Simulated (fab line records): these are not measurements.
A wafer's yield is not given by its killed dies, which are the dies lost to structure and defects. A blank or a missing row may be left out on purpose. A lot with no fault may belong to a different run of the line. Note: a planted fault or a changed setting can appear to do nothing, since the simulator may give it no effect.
Which tool did it? | flow gf180mcu | Sampling: 10 lots, 30 wafers, 3 of 602 route steps

## WHAT THE GAUGES READ, wafer by wafer
GF_V3_RS_MEAS_24: measurement is done with a four-point probe.
lot  | measured     | on            | V3_W_RS (ohm/sq)
L483 | day 23 10:26 | film_metro-03 | 0.335 0.334 0.333
L485 | day 23 18:16 | film_metro-04 | 0.335 0.331 0.332
L486 | day 24 04:35 | film_metro-03 | 0.331 0.337 0.332
L489 | day 25 05:41 | film_metro-04 | 0.333 0.335 0.335
L490 | day 25 12:55 | film_metro-03 | 0.336 0.338 0.334
L491 | day 26 00:58 | film_metro-03 | 0.327 0.328 0.332
L493 | day 26 10:10 | film_metro-04 | 0.332 0.336 0.332
L494 | day 26 13:05 | film_metro-03 | 0.329 0.329 0.331
L496 | day 27 04:19 | film_metro-04 | 0.229 0.230 0.229
L497 | day 27 12:38 | film_metro-04 | 0.230 0.231 0.231

## TOOL THAT RAN EACH LOT (tool first, then ch and the chambers of the sampled wafers, then the start)
lot  | GF_V3_STRIP_18                       | GF_V3_CVD_23
L483 | plasma_asher-04 ch 0,1, day 23 09:40 | cvd_w-01 ch 0,1, day 23 10:19
L485 | plasma_asher-04 ch 0,1, day 23 17:27 | cvd_w-01 ch 0,1, day 23 18:07
L486 | plasma_asher-02 ch 0,1, day 24 03:50 | cvd_w-01 ch 0,1, day 24 04:28
L489 | plasma_asher-01 ch 0,1, day 25 04:56 | cvd_w-01 ch 0,1, day 25 05:34
L490 | plasma_asher-04 ch 0,1, day 25 12:03 | cvd_w-02 ch 1, day 25 12:43
L491 | plasma_asher-04 ch 0,1, day 26 00:13 | cvd_w-01 ch 0,1, day 26 00:51
L493 | plasma_asher-01 ch 0,1, day 26 09:24 | cvd_w-01 ch 0,1, day 26 10:04
L494 | plasma_asher-04 ch 0,1, day 26 12:20 | cvd_w-01 ch 0,1, day 26 12:59
L496 | plasma_asher-02 ch 0,1, day 27 03:34 | cvd_w-01 ch 0,1, day 27 04:13
L497 | plasma_asher-02 ch 0,1, day 27 11:54 | cvd_w-01 ch 0,1, day 27 12:32
- GF_V3_STRIP_18: strips in O2/N2.
- GF_V3_CVD_23: deposits W, target thk 350 nm, time 104.9 s.

## THE ANSWER, worked out from the rows above alone
Rule: the lots themselves supply what counts as usual. Put in order of their means at a reading, lots are off if they are a third of the lots or fewer, leave a main group of 4 or more, and stand apart from it by a gap of 3 or more times the standard deviation of the main group's means; of several such gaps the widest counts. Not used: any main group whose means are identical at the precision the tables above print for the reading. A lot without any number at a reading at which 4 lots or more have one is off too. The other lots that the step has rows for count as sound.
Off: at GF_V3_RS_MEAS_24 (V3_W_RS), L496, L497. The main group has a mean of 0.333 ohm/sq with a standard deviation of 0.0022.
A tool fits if, at a process step before that reading, it ran every lot that is off, and no sound lot after the first of them. Gauges at GF_V3_RS_MEAS_24: tried the same way as those tools. Can't be told from this: 3 tools fit, plasma_asher-02 at GF_V3_STRIP_18, cvd_w-01 at GF_V3_CVD_23, film_metro-04 at GF_V3_RS_MEAS_24.

## WHAT HAD BEEN PUT IN BY THE SIMULATOR
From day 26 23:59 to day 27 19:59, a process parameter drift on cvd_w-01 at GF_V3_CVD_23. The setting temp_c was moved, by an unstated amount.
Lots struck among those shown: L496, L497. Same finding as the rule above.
